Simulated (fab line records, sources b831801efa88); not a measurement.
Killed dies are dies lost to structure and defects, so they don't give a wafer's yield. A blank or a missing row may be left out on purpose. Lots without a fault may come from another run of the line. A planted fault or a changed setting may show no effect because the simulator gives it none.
Problem report in the 8D (eight disciplines) form, filled by code | flow sfq_line | the parts of the form that need people (team, actions taken, sign-off) are left out

1. THE PROBLEM
L0_MONX_KI_RS at SFQ_L0_RS_MEAS_901 reads a mean of 23.6 ohm/sq on 1 wafer of 1 lot; wafers without a fault read 43.5 ohm/sq with a standard deviation of 0.45. That is -44 standard deviations from the usual mean.
The step: measures by four-point-probe.
First seen on wafer L762.3, day 5 06:34, on film_metro-03. The record holds 39 wafers of 13 lots with a number at this step. Rule for "out", or "out of limits": more than 4 standard deviations from the usual mean. The other wafers with a number count as sound.

2. WHAT IT IS AND WHAT IT IS NOT
question                    | is               | is not
which readings at this step | L0_MONX_KI_RS    | -
which lots                  | L762             | L744, L746, L747, L748, L750, L751, L752, L754, L755, L760, L766, L767
which wafers of those lots  | L762.3           | L762.1, L762.5
read on which gauges        | film_metro-03    | film_metro-01, film_metro-02
when                        | from day 5 06:34 | up to then (32 sound wafers); but 6 sound wafers of L766, L767 came after

3. SUSPECTS, AND WHAT RULES EACH OUT
Counting: a tool at a process step up to the reading stays a suspect if it ran every lot that is out. Sound lots after the first of them don't rule it out here, since some wafers of a struck lot are sound.
- the gauge at SFQ_L0_RS_MEAS_901: ruled out. All the wafers that are out were read on film_metro-03, but those of them that SFQ_TRILAYER_L0_ETCH_METAL_ETCH_008 has rows for are out there too, on other tools.
- pvd_sputter-04 at SFQ_TRILAYER_L0_DEP_SPUTTER_003 (material MoNx KI, target thk 40 nm, time 100 s): kept. It ran the lot that is out, L762 (day 5 06:29); its last sound lot up to then is L760 (day 4 20:29).
Left after counting: pvd_sputter-04 at SFQ_TRILAYER_L0_DEP_SPUTTER_003.

4. THE CAUSE (what the simulator had put in)
Process parameter drift: pvd_sputter-04, from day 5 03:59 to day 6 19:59, at SFQ_TRILAYER_L0_DEP_SPUTTER_003. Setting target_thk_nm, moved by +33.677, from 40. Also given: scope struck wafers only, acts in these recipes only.
Counting left only this tool.

5. THE CHAIN OF EFFECTS, in route order
Each row: a reading whose mean over the struck wafers that have a number lies more than 3 standard deviations from the usual. Only readings for which the record gives a usual standard deviation are gone through. hours: the time from each lot's start at the first step in this table that gives one to its start at this step, as a median over the lots. sigmas: the change in usual standard deviations.
hours | step                                | reading        | usual       | on struck wafers | change | sigmas
0     | SFQ_L0_RS_MEAS_901                  | L0_MONX_KI_RS  | 43.5 ohm/sq | 23.6             | -19.9  | -44
6     | SFQ_L0_THK_MEAS_902                 | L0_MONX_KI_THK | 39.4 nm     | 72.5             | +33.1  | +74
81    | SFQ_TRILAYER_L0_ETCH_METAL_ETCH_008 | oes_product_au | 0.874 a.u.  | 1.006            | +0.132 | +21
The process steps in it:
- SFQ_TRILAYER_L0_ETCH_METAL_ETCH_008: etches MoNx KI in SF6/O2, stops on SiO2, target depth 50 nm, time 25 s.

6. WHAT WOULD HAVE CAUGHT IT SOONER
In this record the first reading out of limits at a measuring or inspecting step was taken at day 5 06:34, 3 hours after the fault began at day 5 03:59.
Of the tool readings at SFQ_TRILAYER_L0_DEP_SPUTTER_003 for which the record gives a usual standard deviation, none was out on any struck wafer, so an alarm limit of 4 standard deviations on them would not have fired.
All the lots that are out (1) had begun SFQ_TRILAYER_L0_DEP_SPUTTER_003 on pvd_sputter-04 by day 5 06:34. A hold on the tool at that time would have spared none of them.
